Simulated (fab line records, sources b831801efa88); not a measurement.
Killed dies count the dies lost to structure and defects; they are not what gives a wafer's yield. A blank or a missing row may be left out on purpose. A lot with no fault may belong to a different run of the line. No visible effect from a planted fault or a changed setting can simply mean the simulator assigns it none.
fab line records	flow sfq-line
record lots=5	wafers=15	last-day=84
route steps=325 shown M5@201 A5B@209 R5@212 I5@228 C5@240 M8@325
lots that met no fault: from a run of the same line without faults
start-h: hours from the record's opening day to when the first of the lot's shown wafers began	wait-h: hours since the lot's step before	" the same as in the row above	L1.1+2: a row that stands for several wafers	- either no value or no given start	* or withheld: withheld	< > ~ a bound
route shown NAME@n: NAME is a module with steps in the file, n the number in the route of the first one	usual: mean/standard deviation of fault-free wafers	same: alike in all rows	chamber/n: place in a boat	sites: per-site readings	_std_site: their standard deviation	_edge_site: mean of outer sites minus mean of inner sites	radius-mm: for every site, how far away it sits from the centre of the wafer	mask NAME#n: copy n	behind: the tool/chamber that last shaped the wafer	hold: why the lot went on hold/how many hours it stayed there/how the hold came to an end	device: whichever transistor did not switch (one of n, p or np)	end of line: tests of these same wafers at the route's end	where a step has no rows: the recipe by itself	killed: dies that structure and defects cost at the first sort, which is not the same as the wafer's yield	map: shows each die of a wafer: x if killed, . if not, _ if none is there
set.NAME: the setting as run; set.NAME@STEP: as run at that earlier step	model.NAME: the simulator's own value behind a step, which no gauge read
certain route steps with their lots: each step a table, each wafer a row
services: a tool's chamber out of use, with start hour (start-h, from the record's first day; less than 0 if before it), hours out, and reason
## steps
# step SFQ_TRILAYER_M5_LITHO_EXPOSE_124
# recipe mask-id=M5	na=0.6	source-shape=conventional	sigma-outer=0.65	target-cd-nm=700	dose-mj=14.4
# step SFQ_TRILAYER_M5_LITHO_PEB_126
# recipe peb-temp-c=115	peb-time-s=60	resist=KrF
# step SFQ_TRILAYER_M5_LITHO_DEVELOP_125
# recipe time-s=60	resist=KrF
# step SFQ_M5_OVL_MEAS_932
# usual M5_OVL=1/4.8
lot.wafer	tool	chamber	start-h	wait-h	M5_OVL[nm]
L407.1	overlay-01	-	1204.74	0.1	1
L407.5	"	-	"	"	0
L407.6	"	-	"	"	-2
L416.1	overlay-01	-	1398.37	0.1	6
L416.2	"	-	"	"	-1
L416.6	"	-	"	"	3
L417.1	overlay-02	-	1406.89	0.1	-14
L417.2	"	-	"	"	-6
L417.4	"	-	"	"	-9
L421.2	overlay-01	-	1417.70	0.1	-2
L421.3	"	-	"	"	4
L421.5	"	-	"	"	-4
L426.1	overlay-02	-	1443.02	0.1	6
L426.4	"	-	"	"	0
L426.5	"	-	"	"	9
# step SFQ_TRILAYER_M5_BARC_OPEN_METAL_ETCH_161
# recipe mask-material=PR	chemistry=O2	target-depth-nm=125	target=BARC	icp-w=600	bias-w=80	pressure-mtorr=10.34	time-s=41.7
# usual drypump-motor-current-A=5.7/0.34	oes-product-au=0.685/0.0044
lot.wafer	tool	chamber	start-h	wait-h	drypump-motor-current-A	oes-product-au	rf-hours-counter-h
L407.1	rie-metal-01	1	1204.78	0.0	6.2	0.681	43
L407.5	"	0	"	"	5.9	0.683	-
L407.6	"	1	"	"	6.2	0.676	-
L416.1	rie-metal-04	1	1398.40	0.0	5.5	0.688	108
L416.2	"	0	"	"	5.8	0.693	133
L416.6	"	0	"	"	5.8	0.682	-
L417.1	rie-metal-04	1	1406.93	0.0	5.5	0.685	109
L417.2	"	0	"	"	5.8	0.690	134
L417.4	"	1	"	"	5.5	0.685	-
L421.2	rie-metal-01	1	1417.73	0.0	6.1	0.693	78
L421.3	"	0	"	"	5.9	0.692	-
L421.5	"	0	"	"	6.0	0.690	-
L426.1	rie-metal-04	1	1443.05	0.0	5.5	0.690	114
L426.4	"	1	"	"	5.5	0.685	-
L426.5	"	1	"	"	5.5	0.690	-
# step SFQ_TRILAYER_M5_ETCH_METAL_ETCH_126
# recipe target=Nb	stop-on=SiO2	mask-material=PR	over-etch-frac=0.15	time-s=203.2	chemistry=Cl2/BCl3	target-depth-nm=265	icp-w=600	bias-w=80	pressure-mtorr=10
# step SFQ_TRILAYER_M5_STRIP_STRIP_127
# recipe gas=O2	power-w=200	platen-temp-c=40	overash-fraction=0.65	chemistry=O2	pressure-mtorr=50
# step SFQ_TRILAYER_M5_STRIP_SOLV_CLEAN_128
# recipe chemistry=NMP	temp-c=70	time-s=600
# step SFQ_TRILAYER_A5B_DEP_PECVD_129
# recipe material=SiO2	temp-c=150	time-s=133.33	pressure-torr=2.4	rf-w=183.3	precursor=SiH4/N2O	target-thk-nm=600
# usual heater-power-w=86/17	throttle-valve-pct=24.2/1.5
lot.wafer	tool	chamber	start-h	wait-h	heater-power-w	throttle-valve-pct
L407.1	pecvd-01	0	1205.80	0.0	75	28.2
L407.5	"	1	"	"	79	23.4
L407.6	"	2	"	"	73	25.1
L416.1	pecvd-03	0	1399.61	0.0	78	23.8
L416.2	"	1	"	"	61	24.8
L416.6	"	0	"	"	82	23.5
L417.1	pecvd-01	1	1407.96	0.0	81	23.5
L417.2	"	2	"	"	70	25.1
L417.4	"	2	"	"	73	25.1
L421.2	pecvd-03	0	1418.76	0.0	81	23.9
L421.3	"	2	"	"	103	23.8
L421.5	"	2	"	"	109	24.1
L426.1	pecvd-02	1	1444.93	0.0	102	22.8
L426.4	"	0	"	"	99	24.2
L426.5	"	2	"	"	88	22.0
# step SFQ_TRILAYER_A5B_CMP_CMP_130
# recipe stop-on=Nb	down-force-psi=3.144	platen-rpm=60	target-thk-nm=340.7
# step SFQ_TRILAYER_A5B_METRO_MEASURE_131
# step SFQ_TRILAYER_R5_DEP_SPUTTER_132
# recipe material=Ti	base-pressure-pa=1.33e-06	target-thk-nm=5	power-w=2000	time-s=5	chamber-pressure-pa=0.4
# step SFQ_TRILAYER_R5_DEP_SPUTTER_133
# recipe material=MoNx	base-pressure-pa=1.33e-06	target-thk-nm=40	power-w=1000	time-s=66.7	chamber-pressure-pa=0.4
# usual cathode-dc-power-W=1000.0/0.17	throttle-valve-pct=30.0/1.3
lot.wafer	tool	chamber	start-h	wait-h	cathode-dc-power-W	throttle-valve-pct	model.MoNx_of_TRILAYER_R5_DEP_SPUTTER_133.thk-nm
L407.1	pvd-sputter-04	-	1221.50	0.0	999.79	31.7	39.35
L407.5	"	-	"	"	999.99	28.7	39.95
L407.6	"	-	"	"	999.85	31.9	39.53
L416.1	pvd-sputter-06	-	1403.92	0.0	1000.2	30.6	39.79
L416.2	"	-	"	"	1000.00	30.7	39.66
L416.6	"	-	"	"	999.94	30.9	39.73
L417.1	pvd-sputter-05	-	1412.27	0.0	1000.3	31.0	39.89
L417.2	"	-	"	"	999.93	30.6	39.41
L417.4	"	-	"	"	999.91	30.6	40.65
L421.2	pvd-sputter-06	-	1423.07	0.0	1000.1	27.7	39.65
L421.3	"	-	"	"	1039.0	30.7	41.38
L421.5	"	-	"	"	1000.2	30.5	39.56
L426.1	pvd-sputter-04	-	1452.45	0.0	999.90	32.0	39.99
L426.4	"	-	"	"	1000.0	30.1	39.52
L426.5	"	-	"	"	1000.1	28.3	40.58
# step SFQ_TRILAYER_R5_DEP_SPUTTER_134
# recipe material=Ti	base-pressure-pa=1.33e-06	target-thk-nm=5	power-w=2000	time-s=5	chamber-pressure-pa=0.4
# usual cathode-dc-power-W=2000.0/0.36	throttle-valve-pct=30.1/1.3
lot.wafer	tool	chamber	start-h	wait-h	cathode-dc-power-W	throttle-valve-pct
L407.1	pvd-sputter-04	-	1221.56	0.0	2000.2	31.9
L407.5	"	-	"	"	2000.0	28.5
L407.6	"	-	"	"	2000.3	31.9
L416.1	pvd-sputter-06	-	1403.97	0.0	2000.3	30.7
L416.2	"	-	"	"	2000.1	30.6
L416.6	"	-	"	"	1999.8	30.8
L417.1	pvd-sputter-05	-	1412.32	0.0	2000.8	30.8
L417.2	"	-	"	"	2000.3	30.5
L417.4	"	-	"	"	2000.5	30.7
L421.2	pvd-sputter-06	-	1423.12	0.0	2000.3	28.0
L421.3	"	-	"	"	1999.5	30.8
L421.5	"	-	"	"	2000.1	30.6
L426.1	pvd-sputter-04	-	1452.50	0.0	1999.8	32.0
L426.4	"	-	"	"	1999.9	30.0
L426.5	"	-	"	"	1999.4	28.6
# step SFQ_R5_RS_MEAS_933
# recipe thk-meas-gauge=four-point-probe	reads=Ti_of_TRILAYER_R5_DEP_SPUTTER_134+MoNx_of_TRILAYER_R5_DEP_SPUTTER_133+Ti_of_TRILAYER_R5_DEP_SPUTTER_132
# usual R5_MONX_RS=7.07/0.079
lot.wafer	tool	chamber	start-h	wait-h	R5_MONX_RS[ohm/sq]
L407.1	film-metro-02	-	1221.58	0.0	7.21
L407.5	"	-	"	"	7.07
L407.6	"	-	"	"	7.15
L416.1	film-metro-03	-	1403.99	0.0	7.06
L416.2	"	-	"	"	7.08
L416.6	"	-	"	"	7.06
L417.1	film-metro-01	-	1412.34	0.0	7.09
L417.2	"	-	"	"	7.16
L417.4	"	-	"	"	6.96
L421.2	film-metro-03	-	1423.16	0.0	7.11
L421.3	"	-	"	"	6.84
L421.5	"	-	"	"	7.13
L426.1	film-metro-03	-	1452.52	0.0	7.04
L426.4	"	-	"	"	7.11
L426.5	"	-	"	"	6.94
# step SFQ_R5_THK_MEAS_934
# recipe thk-meas-gauge=xrf	reads=MoNx_of_TRILAYER_R5_DEP_SPUTTER_133
# usual R5_MONX_THK=40.2/0.56
lot.wafer	tool	chamber	start-h	wait-h	R5_MONX_THK[nm]
L407.1	film-metro-02	-	1221.70	0.1	40.0
L407.5	"	-	"	"	40.5
L407.6	"	-	"	"	39.9
L416.1	film-metro-03	-	1404.11	0.1	39.9
L416.2	"	-	"	"	39.8
L416.6	"	-	"	"	39.8
L417.1	film-metro-01	-	1412.46	0.1	40.2
L417.2	"	-	"	"	39.7
L417.4	"	-	"	"	41.0
L421.2	film-metro-03	-	1423.27	0.1	39.9
L421.3	"	-	"	"	41.4
L421.5	"	-	"	"	39.6
L426.1	film-metro-03	-	1452.64	0.1	40.1
L426.4	"	-	"	"	39.8
L426.5	"	-	"	"	40.4
# step SFQ_TRILAYER_R5_LITHO_COAT_141
# recipe resist=BARC	spin-rpm=3000	resist-thk-nm=62
# step SFQ_TRILAYER_R5_LITHO_COAT_136
# recipe resist=KrF	spin-rpm=3000	resist-thk-nm=600
# step SFQ_TRILAYER_R5_LITHO_SOFTBAKE_140
# recipe temp-c=withheld	time-s=withheld	resist=KrF
# step SFQ_TRILAYER_R5_LITHO_EXPOSE_137
# recipe mask-id=R5	na=0.6	source-shape=conventional	sigma-outer=0.65	target-cd-nm=500	dose-mj=14.4
# step SFQ_TRILAYER_R5_LITHO_PEB_139
# recipe peb-temp-c=115	peb-time-s=60	resist=KrF
# step SFQ_TRILAYER_R5_LITHO_DEVELOP_138
# recipe time-s=60	resist=KrF
# step SFQ_R5_OVL_MEAS_935
# usual R5_OVL=-1/4.6
lot.wafer	tool	chamber	start-h	wait-h	R5_OVL[nm]
L407.1	overlay-02	-	1351.89	0.1	-3
L407.5	"	-	"	"	-7
L407.6	"	-	"	"	-4
L416.1	overlay-02	-	1516.55	0.1	-4
L416.2	"	-	"	"	-2
L416.6	"	-	"	"	5
L417.1	overlay-01	-	1522.55	0.1	-3
L417.2	"	-	"	"	-1
L417.4	"	-	"	"	3
L421.2	overlay-01	-	1535.88	0.1	-10
L421.3	"	-	"	"	-11
L421.5	"	-	"	"	-9
L426.1	overlay-02	-	1558.67	0.1	2
L426.4	"	-	"	"	6
L426.5	"	-	"	"	-2
# step SFQ_TRILAYER_R5_BARC_OPEN_METAL_ETCH_177
# recipe mask-material=PR	chemistry=O2	target-depth-nm=125	target=BARC	icp-w=600	bias-w=80	pressure-mtorr=10	time-s=41.7
# usual drypump-motor-current-A=5.9/0.45	oes-product-au=0.685/0.0048
lot.wafer	tool	chamber	start-h	wait-h	drypump-motor-current-A	oes-product-au	rf-hours-counter-h
L407.1	rie-metal-02	0	1351.93	0.0	6.7	0.690	11
L407.5	"	1	"	"	5.4	0.690	-
L407.6	"	0	"	"	6.6	0.678	-
L416.1	rie-metal-01	0	1516.58	0.0	5.9	0.682	32
L416.2	"	1	"	"	6.2	0.686	93
L416.6	"	0	"	"	5.9	0.689	-
L417.1	rie-metal-04	1	1522.58	0.0	5.5	0.684	129
L417.2	"	0	"	"	5.8	0.682	11
L417.4	"	0	"	"	5.8	0.687	-
L421.2	rie-metal-01	0	1535.91	0.0	5.9	0.685	34
L421.3	"	1	"	"	6.2	0.684	-
L421.5	"	1	"	"	6.2	0.684	-
L426.1	rie-metal-04	0	1558.71	0.0	5.8	0.680	15
L426.4	"	0	"	"	5.8	0.683	-
L426.5	"	1	"	"	5.5	0.686	-
# step SFQ_TRILAYER_R5_ETCH_METAL_ETCH_139
# recipe stop-on=SiO2	mask-material=PR	chemistry=Cl2	target-depth-nm=60	icp-w=600	bias-w=80	pressure-mtorr=10	time-s=40
# step SFQ_TRILAYER_R5_STRIP_STRIP_140
# recipe gas=O2	power-w=200	platen-temp-c=40	overash-fraction=0.65	chemistry=O2	pressure-mtorr=50
# step SFQ_TRILAYER_R5_STRIP_SOLV_CLEAN_141
# recipe chemistry=NMP	temp-c=70	time-s=600
# step SFQ_TRILAYER_A5C_DEP_PECVD_142
# recipe material=SiO2	temp-c=150	time-s=15.556	pressure-torr=2.4	rf-w=183.3	precursor=SiH4/N2O	target-thk-nm=70
# step SFQ_TRILAYER_I5_LITHO_COAT_149
# recipe resist=BARC	spin-rpm=3000	resist-thk-nm=62
# step SFQ_TRILAYER_I5_LITHO_COAT_144
# recipe resist=KrF	spin-rpm=3000	resist-thk-nm=650
# step SFQ_TRILAYER_I5_LITHO_SOFTBAKE_148
# recipe temp-c=withheld	time-s=withheld	resist=KrF
# step SFQ_TRILAYER_I5_LITHO_EXPOSE_145
# recipe mask-id=I5	na=0.6	source-shape=conventional	sigma-outer=0.65	target-cd-nm=700	dose-mj=21.3
# step SFQ_TRILAYER_I5_LITHO_PEB_147
# recipe peb-temp-c=115	peb-time-s=60	resist=KrF
# step SFQ_TRILAYER_I5_LITHO_DEVELOP_146
# recipe time-s=60	resist=KrF
# step SFQ_I5_OVL_MEAS_936
# usual I5_OVL=4/6.5
lot.wafer	tool	chamber	start-h	wait-h	I5_OVL[nm]
L407.1	overlay-02	-	1467.02	0.1	3
L407.5	"	-	"	"	-2
L407.6	"	-	"	"	-7
L416.1	overlay-01	-	1619.71	0.1	5
L416.2	"	-	"	"	-3
L416.6	"	-	"	"	0
L417.1	overlay-01	-	1626.91	0.1	16
L417.2	"	-	"	"	12
L417.4	"	-	"	"	14
L421.2	overlay-01	-	1641.32	0.1	15
L421.3	"	-	"	"	16
L421.5	"	-	"	"	11
L426.1	overlay-02	-	1666.51	0.1	7
L426.4	"	-	"	"	-5
L426.5	"	-	"	"	8
# step SFQ_TRILAYER_I5_BARC_OPEN_VIA_ETCH_200
# recipe mask-material=PR	chemistry=O2	target-depth-nm=125	target=BARC	source-w=500	bias-w=80	pressure-mtorr=30	time-s=41.7
# step SFQ_TRILAYER_I5_ETCH_VIA_ETCH_147
# recipe stop-on=Nb	mask-material=PR	chemistry=CHF3	target-depth-nm=360	source-w=500	bias-w=78.46	pressure-mtorr=30	time-s=withheld
# usual drypump-motor-current-A=5.6/0.34	oes-product-au=0.987/0.0072
lot.wafer	tool	chamber	start-h	wait-h	drypump-motor-current-A	oes-product-au
L407.1	rie-diel-01	2	1467.09	0.0	5.1	0.986
L407.5	"	1	"	"	5.1	0.979
L407.6	"	0	"	"	5.7	1.002
L416.1	rie-diel-01	0	1619.79	0.0	5.8	0.989
L416.2	"	3	"	"	5.1	0.984
L416.6	"	1	"	"	5.1	0.986
L417.1	rie-diel-03	3	1626.99	0.0	5.9	1.004
L417.2	"	1	"	"	6.0	0.989
L417.4	"	2	"	"	5.7	0.992
L421.2	rie-diel-03	1	1641.39	0.0	6.0	0.984
L421.3	"	2	"	"	5.7	0.994
L421.5	"	2	"	"	5.7	1.000
L426.1	rie-diel-02	3	1666.59	0.0	5.9	0.986
L426.4	"	0	"	"	6.1	0.978
L426.5	"	1	"	"	5.7	0.992
# step SFQ_TRILAYER_I5_STRIP_STRIP_148
# recipe gas=O2	power-w=200	platen-temp-c=40	overash-fraction=0.65	chemistry=O2	pressure-mtorr=50
# step SFQ_TRILAYER_I5_STRIP_SOLV_CLEAN_149
# recipe chemistry=NMP	temp-c=70	time-s=600
# step SFQ_TRILAYER_C5_LITHO_COAT_156
# recipe resist=BARC	spin-rpm=3000	resist-thk-nm=62
# step SFQ_TRILAYER_C5_LITHO_COAT_151
# recipe resist=KrF	spin-rpm=3000	resist-thk-nm=650
# step SFQ_TRILAYER_C5_LITHO_SOFTBAKE_155
# recipe temp-c=withheld	time-s=withheld	resist=KrF
# step SFQ_M8_BOW_MEAS_951
# recipe mode=bow
# usual M8_BOW=10/9.7
lot.wafer	tool	chamber	start-h	wait-h	M8_BOW[um]	model.etest.r5.ohm-um	model.etest.r5.ohm-sq	model.etest.c5.link-ohm
L407.1	film-metro-03	-	1892.55	0.0	16	14.39	7.17	8.139
L407.5	"	-	"	"	2	14.14	7.063	8.021
L407.6	"	-	"	"	10	14.3	7.138	8.099
L416.1	film-metro-03	-	1984.92	0.0	18	14.17	7.091	8.036
L416.2	"	-	"	"	5	14.25	7.114	8.056
L416.6	"	-	"	"	8	14.21	7.101	8.049
L417.1	film-metro-04	-	1985.68	0.0	4	14.16	7.073	8.044
L417.2	"	-	"	"	-9	14.33	7.16	8.139
L417.4	"	-	"	"	5	13.91	6.941	7.914
L421.2	film-metro-04	-	2007.48	0.0	21	14.26	7.115	8.063
L421.3	"	-	"	"	21	13.69	6.819	7.767
L421.5	"	-	"	"	16	14.34	7.131	8.082
L426.1	film-metro-01	-	2023.21	0.0	-12	14.15	7.055	7.99
L426.4	"	-	"	"	-6	14.31	7.138	8.086
L426.5	"	-	"	"	3	13.92	6.953	7.903
## services
tool	chamber	start-h	hours	kind
rie-diel-03	3	1198.59	59.7	repair
rie-metal-04	-	1200.38	0.2	repair
rie-diel-03	1	1226.00	16.3	repair
rie-diel-03	3	1286.82	4.2	repair
rie-diel-01	3	1301.70	11.7	repair
pvd-sputter-05	-	1313.57	5.8	repair
rie-metal-01	-	1318.85	0.6	repair
pvd-sputter-06	-	1350.07	1.0	repair
rie-metal-04	-	1351.83	2.8	pm
rie-diel-01	3	1353.37	3.2	repair
pecvd-03	2	1356.99	12.7	repair
pecvd-03	-	1359.61	2.8	pm
pecvd-01	-	1373.86	6.0	pm
rie-diel-03	0	1389.91	2.6	repair
pvd-sputter-04	-	1390.47	3.0	repair
pvd-sputter-06	-	1396.63	4.7	repair
rie-diel-03	2	1420.98	22.0	repair
rie-diel-03	1	1426.67	9.9	repair
pecvd-01	-	1429.25	78.5	repair
pvd-sputter-04	-	1435.25	1.1	repair
rie-diel-03	0	1437.21	8.2	repair
rie-diel-03	1	1440.62	8.0	repair
pvd-sputter-04	-	1440.95	1.0	repair
pvd-sputter-06	-	1627.85	1.1	repair
## key
first-sign step=SFQ_TRILAYER_R5_DEP_SPUTTER_133	reading=cathode-dc-power-W	direction=up	sigmas=99+	usual=1000.0	struck=1039.0
effect none on later readings
model-effect step=SFQ_TRILAYER_R5_DEP_SPUTTER_133	value=MoNx_of_TRILAYER_R5_DEP_SPUTTER_133.thk-nm	without=39.81	struck=41.38
model-effect step=SFQ_M8_BOW_MEAS_951	value=etest.r5.ohm-um	without=14.23	struck=13.69
met-at SFQ_TRILAYER_R5_DEP_SPUTTER_133
struck-wafers L421.3
onset-between 1403.92 1423.07
fault kind=process-parameter-drift	tool=pvd-sputter-06	chamber=-	onset-h=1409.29	steps=SFQ_TRILAYER_R5_DEP_SPUTTER_133	channel=power-w	offset=39.12	shape=step	end-h=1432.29	acts-in=these-recipes-only	stated=1000	scope=struck-wafers-only
